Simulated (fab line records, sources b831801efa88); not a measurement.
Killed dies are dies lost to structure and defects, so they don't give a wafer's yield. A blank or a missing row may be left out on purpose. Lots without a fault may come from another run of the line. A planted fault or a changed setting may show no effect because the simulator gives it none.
One fault seen from 2 desks | flow gf180mcu | each desk has only its own numbers; what lay behind them comes last

THE METROLOGY DESK
What the gauges read, lot by lot, whatever tool the lot ran on: means of the sampled wafers that have a number. A lot is out of limits, marked OUT, if its mean lies more than 4 standard deviations from the usual mean; the brackets give that distance.
Columns: A = cd_nm at GF_V3_CD_MEAS_14, usual 260.3 nm; B = V3_OVL at GF_V3_OVL_MEAS_15, usual 3 nm
lot  | first seen here | A     | B
L383 | day 23 14:08    | 260.1 | 7
L384 | day 24 02:46    | 260.2 | 4
L399 | day 28 19:44    | 260.6 | 9
L400 | day 29 02:04    | 259.8 | 11
L401 | day 29 04:34    | 259.8 | 2
L402 | day 29 10:35    | 260.1 | -1
L403 | day 29 19:14    | 261.0 | 9
This desk's finding: nothing out of limits on any of the 7 lots.

THE TOOL OWNER'S DESK: pvd_sputter-04
The tool's own readings at GF_V3_SPUTTER_22 (material TiN, target thk 10 nm, time 40 s): means of the sampled wafers that have a number, for each lot that ran on this tool. A lot is out of limits, marked OUT, if its mean lies more than 4 standard deviations from the usual mean; the brackets give that distance.
Columns: A = throttle_valve_pct at GF_V3_SPUTTER_22, usual 30.0 %
lot  | first seen here | A
L384 | day 24 03:37    | 29.4
L399 | day 28 20:35    | 29.5
L400 | day 29 02:56    | 28.9
L401 | day 29 05:26    | 29.4
This desk's finding: nothing out of limits on any of the 4 lots.

PUT TOGETHER
The metrology desk saw nothing out of limits.
The tool owner's desk saw nothing out of limits.

WHAT THE SIMULATOR HAD PUT IN
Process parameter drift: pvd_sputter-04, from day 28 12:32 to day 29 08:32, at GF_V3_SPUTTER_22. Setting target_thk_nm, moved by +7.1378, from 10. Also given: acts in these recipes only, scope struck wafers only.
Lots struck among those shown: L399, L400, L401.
